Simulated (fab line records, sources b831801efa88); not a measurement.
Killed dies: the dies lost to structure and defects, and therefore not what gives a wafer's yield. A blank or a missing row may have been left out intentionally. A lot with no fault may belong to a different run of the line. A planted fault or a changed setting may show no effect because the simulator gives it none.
A single fault, viewed from 2 desks	flow sky130	what lay behind the numbers comes last; until then each desk has only its own

== THE METROLOGY DESK ==
Means of the sampled wafers that have a number, per lot and without regard to the tool the lot ran on: this is what the gauges read. If a lot's mean is further than 4 standard deviations from the usual mean, the lot is out of limits and carries the mark OUT (the distance appears in the brackets).
Columns: A = FIELD_ISO_OXIDATION_01_THK at SKY_FIELD_ISO_THK_MEAS_23, usual 10.06 nm; B = FIELD_ISO_CVD_24_THK at SKY_FIELD_ISO_THK_MEAS_25, usual 593 nm; C = NWELL_OXIDATION_THK at SKY_NWELL_THK_MEAS_02, usual 10.02 nm; D = DNWELL_TW at SKY_DNWELL_TW_MEAS_09, usual 1116; E = PWDE_OVL at SKY_PWDE_OVL_MEAS_07, usual -1.0 nm; F = PWDE_TW at SKY_PWDE_TW_MEAS_10, usual 375
lot	first seen here	A	B	C	D	E	F
L662	day 2 12:34	10.07	588	10.01	1109	-2.0	373
L664	day 3 10:32	9.97	592	9.89	1136	-2.0	372
L665	day 3 17:42	10.19	591	9.90	1121	0.3	373
L670	day 4 17:10	10.05	600	9.89	1113	-0.1	373
L672	day 5 04:39	10.26	591	10.02	1116	-1.5	374
L673	day 5 08:32	10.44	592	9.83	1103	-1.3	374
L680	day 7 02:27	9.72	585	10.23	1134	-0.9	381
This desk's verdict: no lot among the 7 shows anything out of limits.

== AT THE TOOL OWNER'S DESK: furnace-02 ==
The tool's own readings at SKY_NWELL_OXIDATION_01 (stabilise 600 s, purge 300 s, target thk 10 nm): means of the sampled wafers that have a number, for each lot that ran on this tool. If a lot's mean is further than 4 standard deviations from the usual mean, the lot is out of limits and carries the mark OUT (the distance appears in the brackets).
Columns: A = ox_temp_c at SKY_NWELL_OXIDATION_01, usual 900.0 C; B = spike_tc_top_C at SKY_NWELL_OXIDATION_01, usual 912.7 C
lot	first seen here	A	B
L662	day 2 22:03	899.5	911.0
L670	day 4 20:23	900.2	910.4
L672	day 5 07:44	900.4	910.5
L673	day 5 11:08	900.1	911.3
This desk's verdict: no lot among the 4 shows anything out of limits.

== PUT TOGETHER ==
At the metrology desk, nothing out of limits was observed.
The tool owner's desk saw nothing out of limits.

== WHAT WAS PUT IN BY THE SIMULATOR ==
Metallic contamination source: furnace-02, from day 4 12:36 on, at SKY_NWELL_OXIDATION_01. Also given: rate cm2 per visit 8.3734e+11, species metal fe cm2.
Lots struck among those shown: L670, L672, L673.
